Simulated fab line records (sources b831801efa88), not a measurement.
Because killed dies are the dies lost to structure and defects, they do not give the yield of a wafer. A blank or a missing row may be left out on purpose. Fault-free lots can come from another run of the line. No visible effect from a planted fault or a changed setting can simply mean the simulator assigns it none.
Check of tool commonality + flow gf180mcu + 14 lots, 41 wafers sampled

== WHAT PROMPTED THE OPENING ==
GF_PSD_TW_MEAS_11, reading PSD_TW: flagged on 3 of 14 lots. No-fault wafers: 3194, standard deviation 39.
Rule: a lot gets a flag if all its wafers with a number sit over 4 standard deviations from that mean, or if no wafer of it has a number. The other lots count as sound.

| lot  | measured     | on           | PSD_TW, wafer by wafer | flag    |
|------|--------------|--------------|------------------------|---------|
| L973 | day 14 10:37 | filmMetro-02 | 3151 3153 3162         |         |
| L974 | day 14 23:37 | filmMetro-04 | 3184 3197 3192         |         |
| L975 | day 15 12:02 | filmMetro-03 | 3212 3223 3211         |         |
| L976 | day 15 22:47 | filmMetro-03 | 4287 4251 4274         | FLAGGED |
| L977 | day 16 00:07 | filmMetro-03 | 4287 4309 4298         | FLAGGED |
| L978 | day 16 04:20 | filmMetro-03 | 4331 4300 4317         | FLAGGED |
| L985 | day 18 17:17 | filmMetro-03 | 3259 3234 3238         |         |
| L986 | day 18 19:32 | filmMetro-02 | 3147 3154 3130         |         |
| L990 | day 20 08:53 | filmMetro-04 | 3175 3173 3174         |         |
| L991 | day 20 12:15 | filmMetro-03 | 3207 3220 3208         |         |
| L993 | day 21 06:38 | filmMetro-03 | 3267 3247 3248         |         |
| L994 | day 21 08:52 | filmMetro-04 | 3161 3185 3189         |         |
| L995 | day 21 15:08 | filmMetro-02 | 3131 3141              |         |
| L996 | day 21 17:50 | filmMetro-03 | 3255 3244 3259         |         |
The numbers of the flagged lots are 4295 on average: +1101 against the usual, or +28 standard deviations.

== TOOL THAT RAN EACH LOT ==
The record holds 1 process step before the reading, out of a route of 602 steps. Every cell lists first the tool, next ch and the chambers used by the sampled wafers, and last the start.
| lot  | flag    | GF_NSD_COAT_02                   |
|------|---------|----------------------------------|
| L973 |         | lithoTrack-04 ch 0, day 13 02:50 |
| L974 |         | lithoTrack-03 ch 0, day 13 14:54 |
| L975 |         | lithoTrack-04 ch 0, day 14 02:56 |
| L976 | FLAGGED | lithoTrack-03, day 14 13:57      |
| L977 | FLAGGED | lithoTrack-03, day 14 14:33      |
| L978 | FLAGGED | lithoTrack-04, day 14 19:26      |
| L985 |         | lithoTrack-04 ch 0, day 17 06:05 |
| L986 |         | lithoTrack-04 ch 0, day 17 07:22 |
| L990 |         | lithoTrack-04 ch 0, day 18 19:47 |
| L991 |         | lithoTrack-04 ch 0, day 18 23:16 |
| L993 |         | lithoTrack-01 ch 0, day 19 17:53 |
| L994 |         | lithoTrack-04 ch 0, day 19 20:47 |
| L995 |         | lithoTrack-04 ch 0, day 20 03:11 |
| L996 |         | lithoTrack-04 ch 0, day 20 05:10 |
What is done by these steps:
- GF_NSD_COAT_02: resist thk 1000 nm.
- GF_PSD_TW_MEAS_11

== FLAGGED AGAINST TOTAL, ONE TOOL AT A TIME (gauges that did the reading follow at the end) ==
| step              | tool          | lots run | flagged | share of the flagged lots | sound lots run after its first flagged lot |
|-------------------|---------------|----------|---------|---------------------------|--------------------------------------------|
| GF_NSD_COAT_02    | lithoTrack-01 | 1        | 0       | none                      | -                                          |
| GF_NSD_COAT_02    | lithoTrack-03 | 3        | 2       | some                      | 0                                          |
| GF_NSD_COAT_02    | lithoTrack-04 | 10       | 1       | some                      | 7 (L985,L986,L990,L991,L994,L995,L996)     |
| GF_PSD_TW_MEAS_11 | filmMetro-02  | 3        | 0       | none                      | -                                          |
| GF_PSD_TW_MEAS_11 | filmMetro-03  | 8        | 3       | all                       | 4 (L985,L991,L993,L996)                    |
| GF_PSD_TW_MEAS_11 | filmMetro-04  | 3        | 0       | none                      | -                                          |

== WHAT IS ALLOWED BY THE TABLE ==
In the table, 1 row covers all flagged lots: filmMetro-03 at GF_PSD_TW_MEAS_11.
- filmMetro-03 at GF_PSD_TW_MEAS_11: 3 of its 8 lots flagged. Sound lots ran on it after the first flagged one (L985, L991, L993, L996), which a lasting fault on the whole tool wouldn't allow.
Every row of the table either missed a flagged lot or ran a sound lot after the first.

== WHAT HAD BEEN PUT IN BY THE SIMULATOR ==
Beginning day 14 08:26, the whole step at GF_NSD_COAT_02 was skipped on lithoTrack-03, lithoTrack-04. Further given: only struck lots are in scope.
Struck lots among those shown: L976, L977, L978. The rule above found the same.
